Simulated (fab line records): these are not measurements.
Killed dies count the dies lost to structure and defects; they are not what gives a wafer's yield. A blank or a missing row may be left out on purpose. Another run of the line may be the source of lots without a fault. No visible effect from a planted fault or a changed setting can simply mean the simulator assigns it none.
Problem report in the 8D (eight disciplines) form, filled by code / flow sky130 / the parts of the form that need people (team, actions taken, sign-off) are left out

## 1. THE ISSUE
Across 6 wafers from 2 lots, POLY_GATE_CVD_00_THK at SKY_POLY_GATE_THK_MEAS_01 averages 126.7 nm, while fault-free wafers read 180.3 nm with a standard deviation of 1.7. Relative to the usual mean, that is a shift of -32 standard deviations.
Earliest sighting: wafer L808.2 on film metro-02 at day 18 06:59. The record has a number at this step for 33 wafers belonging to 11 lots. Rule for "out" (also "out of limits"): further than 4 standard deviations from the usual mean. The other wafers with a number count as sound.

## 2. WHAT IT IS AND WHAT IT IS NOT
question=which readings at this step | is=POLY_GATE_CVD_00_THK | is not=-
question=which lots | is=L808, L809 | is not=L796, L797, L798, L801, L805, L806, L807, L818, L819
question=which wafers of those lots | is=all that have a number | is not=-
question=read on which gauges | is=film metro-01, film metro-02 | is not=film metro-03
question=when | is=from day 18 06:59 | is not=up to then (21 sound wafers); but 6 sound wafers of L818, L819 came after

## 3. THE SUSPECTS, EACH WITH WHAT RULES IT OUT
Counting: a tool stays on the suspect list if, at a process step up to the reading, it processed all lots that are out and no sound lot following the first of them.
- the gauge at SKY_POLY_GATE_THK_MEAS_01: ruled out. Those wafers that are out were read across 2 gauges (film metro-01, film metro-02).
- lpcvd-01 at SKY_POLY_GATE_CVD_00 (deposits poly-Si, target thk 180 nm, time 720 s): ruled out as a lasting fault. The sound lots L818, L819 went through it after L808, its earliest lot that is out (day 18 05:47).
Left after counting: nothing in the record.

## 4. THE CAUSE (what the simulator had put in)
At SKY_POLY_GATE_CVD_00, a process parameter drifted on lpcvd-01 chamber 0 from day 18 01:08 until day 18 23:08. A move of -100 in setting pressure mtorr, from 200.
The count ruled it out by mistake, since the rule takes a fault to strike every lot its tool runs from the start of the fault on, and this one did not do so.

## 5. THE EFFECT CHAIN, in route order
One row per reading whose mean, taken over the struck wafers that have a number, lies over 3 standard deviations from the usual. Only readings whose record carries a usual standard deviation are examined. hours: median over the lots of the time between each lot's start at the first step of this table that gives one and its start at this step. sigmas: the change, counted in usual standard deviations.
hours=0; step=SKY_POLY_GATE_CVD_00; reading=pressure mtorr; usual=199.9 mTorr; on struck wafers=100.0; change=-99.9; sigmas=-99 or more
hours=2; step=SKY_POLY_GATE_THK_MEAS_01; reading=POLY_GATE_CVD_00_THK; usual=180.3 nm; on struck wafers=126.7; change=-53.6; sigmas=-32
hours=65; step=SKY_POLY_GATE_ETCH_17; reading=oes product au; usual=0.984 a.u.; on struck wafers=0.783; change=-0.201; sigmas=-18
The process steps in it:
- SKY_POLY_GATE_CVD_00: deposits poly-Si, target thk 180 nm, time 720 s.
- SKY_POLY_GATE_ETCH_17: etches poly-Si in HBr/Cl2, stops on SiO2, target depth 180 nm, time 70.5 s.
Later steps that measure or inspect, where all struck wafers having a row at the step show a number for every such reading and not one has moved that far: SKY_METAL1_OVL_MEAS_16.

## 6. HOW IT WOULD HAVE BEEN CAUGHT EARLIER
In this record the first reading out of limits at a measuring or inspecting step was taken at day 18 06:59, 6 hours after the fault began at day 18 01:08.
The tool's own readings at SKY_POLY_GATE_CVD_00 were out on every struck wafer that the step has a row for (pressure mtorr): an alarm limit on them would have fired on the first of those.
